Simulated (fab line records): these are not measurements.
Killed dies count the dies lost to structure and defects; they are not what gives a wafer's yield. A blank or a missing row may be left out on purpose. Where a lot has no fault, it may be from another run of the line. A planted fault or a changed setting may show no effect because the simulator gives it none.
The tool behind it: which one? / flow gf180mcu / Sampling: 7 lots, 21 wafers, 2 of 602 route steps

WHAT THE GAUGES SHOWED, per wafer
GF_V3_THK_MEAS_25: measures by xrf.
lot=L898; measured=day 23 12:14; on=film-metro-04; V3_W_THK (nm)=353 350 351
lot=L903; measured=day 24 09:30; on=film-metro-02; V3_W_THK (nm)=339 344 341
lot=L905; measured=day 25 01:50; on=film-metro-01; V3_W_THK (nm)=346 347 345
lot=L909; measured=day 26 09:26; on=film-metro-01; V3_W_THK (nm)=339 344 349
lot=L911; measured=day 27 02:23; on=film-metro-04; V3_W_THK (nm)=347 347 351
lot=L916; measured=day 28 19:05; on=film-metro-01; V3_W_THK (nm)=347 350 342
lot=L918; measured=day 29 09:40; on=film-metro-01; V3_W_THK (nm)=349 353 356

TOOL THAT RAN EACH LOT (tool first, then ch and the chambers of the sampled wafers, then the start)
lot=L898; GF_V3_SPUTTER_21=pvd-sputter-03, day 23 11:54
lot=L903; GF_V3_SPUTTER_21=pvd-sputter-01, day 24 09:09
lot=L905; GF_V3_SPUTTER_21=pvd-sputter-02, day 25 01:29
lot=L909; GF_V3_SPUTTER_21=pvd-sputter-03, day 26 09:06
lot=L911; GF_V3_SPUTTER_21=pvd-sputter-03, day 27 02:02
lot=L916; GF_V3_SPUTTER_21=pvd-sputter-01, day 28 18:45
lot=L918; GF_V3_SPUTTER_21=pvd-sputter-03, day 29 09:19
- GF_V3_SPUTTER_21: material Ti, target thk 15 nm, time 80.02 s.

THE ANSWER, worked out from the rows above alone
Rule: the usual values come from the lots themselves. Put in order of their means at a reading, lots are off if they are a third of the lots or fewer, leave a main group of 4 or more, and stand apart from it by a gap of 3 or more times the standard deviation of the main group's means; of several such gaps the widest counts. A main group is skipped when, at the precision printed for the reading in the tables above, its means are all equal. A lot without any number at a reading at which 4 lots or more have one is off too. Where the step has rows for the other lots, those lots are counted as sound.
No lot is off on any of the readings shown, so nothing can be concluded from this.

WHAT HAD BEEN PUT IN BY THE SIMULATOR
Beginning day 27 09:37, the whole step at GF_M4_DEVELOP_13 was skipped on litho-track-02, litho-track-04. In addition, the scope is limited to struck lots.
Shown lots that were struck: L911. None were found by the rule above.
